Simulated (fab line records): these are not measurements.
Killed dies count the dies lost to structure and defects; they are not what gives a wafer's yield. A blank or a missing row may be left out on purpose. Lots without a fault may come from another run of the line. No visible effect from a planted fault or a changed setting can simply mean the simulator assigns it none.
One fault seen from 2 desks :: flow sky130 :: every desk sees just its own numbers, and what lay behind them comes last

## DESK OF THE TOOL OWNER: litho_track-02
Per lot that ran on this tool, the mean of the sampled wafers carrying a number, from the tool's own readings at SKY_VIA2_SOFTBAKE_08 (time 90 s). The brackets show how far a lot's mean lies from the usual mean; more than 4 standard deviations puts the lot out of limits, marked OUT.
Columns: A = heater_power_total_W at SKY_VIA2_SOFTBAKE_08, usual 57.35 W; B = run_length_s at SKY_VIA2_SOFTBAKE_08, usual 119.25 s
lot: L904
first seen here: day 35 22:00
A: 57.34
B: 119.27

lot: L911
first seen here: day 37 20:00
A: 57.97 (+5.6) OUT
B: 116.73 (-21) OUT

lot: L912
first seen here: day 38 01:00
A: 57.97 (+5.7) OUT
B: 116.71 (-21) OUT

lot: L921
first seen here: day 40 15:00
A: 57.18
B: 119.41

lot: L923
first seen here: day 41 02:00
A: 57.26
B: 119.27

lot: L924
first seen here: day 41 19:00
A: 57.46
B: 119.30
This desk's finding: out of limits on L911, L912; first on L911, day 37 20:00 (heater_power_total_W at SKY_VIA2_SOFTBAKE_08). L904, L921, L923, L924 stayed within limits.

## AT THE METROLOGY DESK
Means of the sampled wafers that have a number, per lot and without regard to the tool the lot ran on: this is what the gauges read. The brackets show how far a lot's mean lies from the usual mean; more than 4 standard deviations puts the lot out of limits, marked OUT.
Columns: A = METAL2_OVL at SKY_METAL2_OVL_MEAS_16, usual -2 nm; B = VIA2_BOW at SKY_VIA2_BOW_MEAS_03, usual 86 um
lot: L904
first seen here: day 35 08:07
A: -12
B: 103

lot: L906
first seen here: day 35 21:28
A: -2
B: 81

lot: L911
first seen here: day 37 06:18
A: -1
B: 84

lot: L912
first seen here: day 37 11:50
A: -6
B: 90

lot: L916
first seen here: day 38 14:53
A: -3
B: 88

lot: L921
first seen here: day 40 01:46
A: -1
B: 92

lot: L922
first seen here: day 40 08:45
A: -7
B: 83

lot: L923
first seen here: day 40 13:00
A: -5
B: 81

lot: L924
first seen here: day 41 05:57
A: -1
B: 85

lot: L925
first seen here: day 41 22:10
A: 5
B: 91

lot: L927
first seen here: day 41 23:13
A: 4
B: 87

lot: L926
first seen here: day 42 00:22
A: -4
B: 84
Finding of this desk: none of the 12 lots has anything out of limits.

## BROUGHT TOGETHER
On L911, L912, at day 37 20:00, an alarm was possible from the tool owner's desk.
The metrology desk saw nothing out of limits.
The metrology desk has L911, L912 on record, within its limits.
The lots listed all ran SKY_VIA2_SOFTBAKE_08 on litho_track-02.

## WHAT THE SIMULATOR PUT IN
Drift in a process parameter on litho_track-02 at SKY_VIA2_SOFTBAKE_08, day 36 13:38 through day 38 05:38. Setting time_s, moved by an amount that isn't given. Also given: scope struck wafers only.
Shown lots that were struck: L911, L912.
How many hours passed from the start of the fault until each desk's first out-of-limits reading: the tool owner's desk, 30.
